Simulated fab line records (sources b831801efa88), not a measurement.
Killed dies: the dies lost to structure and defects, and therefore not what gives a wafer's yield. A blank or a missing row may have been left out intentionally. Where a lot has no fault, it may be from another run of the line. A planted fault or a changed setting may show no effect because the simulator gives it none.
2 desks, one fault | flow gf180mcu | each desk holds nothing but its own numbers, with what lay behind them at the end

DESK OF THE TOOL OWNER: pvd sputter-03
At GF_M1_SPUTTER_01 (material TiN, target thk 30 nm, time 25 s) the tool's own readings: per lot run on this tool, the mean of the sampled wafers that have a number. A lot is out of limits, marked OUT, if its mean lies more than 4 standard deviations from the usual mean; the brackets give that distance.
Columns: A = throttle valve pct at GF_M1_SPUTTER_01, usual 29.8 %
lot  | first seen here | A
L224 | day 20 19:38    | 28.6
L234 | day 23 23:32    | 28.7
This desk's finding: nothing out of limits on any of the 2 lots.

AT THE METROLOGY DESK
Means of the sampled wafers that have a number, per lot and without regard to the tool the lot ran on: this is what the gauges read. A lot is out of limits, marked OUT, if its mean lies more than 4 standard deviations from the usual mean; the brackets give that distance.
Columns: A = CONTACT_W_RS at GF_CONTACT_RS_MEAS_25, usual 0.379 ohm/sq; B = CONTACT_W_THK at GF_CONTACT_THK_MEAS_26, usual 306 nm
lot  | first seen here | A     | B
L216 | day 17 14:17    | 0.381 | 302
L224 | day 20 19:05    | 0.377 | 308
L226 | day 20 23:16    | 0.375 | 309
L234 | day 23 22:42    | 0.376 | 309
L236 | day 24 06:32    | 0.384 | 304
This desk's finding: nothing out of limits on any of the 5 lots.

ALL TOGETHER
The desk of the tool owner found nothing out of limits.
Nothing out of limits was seen by the metrology desk.

WHAT THE SIMULATOR HAD INSERTED
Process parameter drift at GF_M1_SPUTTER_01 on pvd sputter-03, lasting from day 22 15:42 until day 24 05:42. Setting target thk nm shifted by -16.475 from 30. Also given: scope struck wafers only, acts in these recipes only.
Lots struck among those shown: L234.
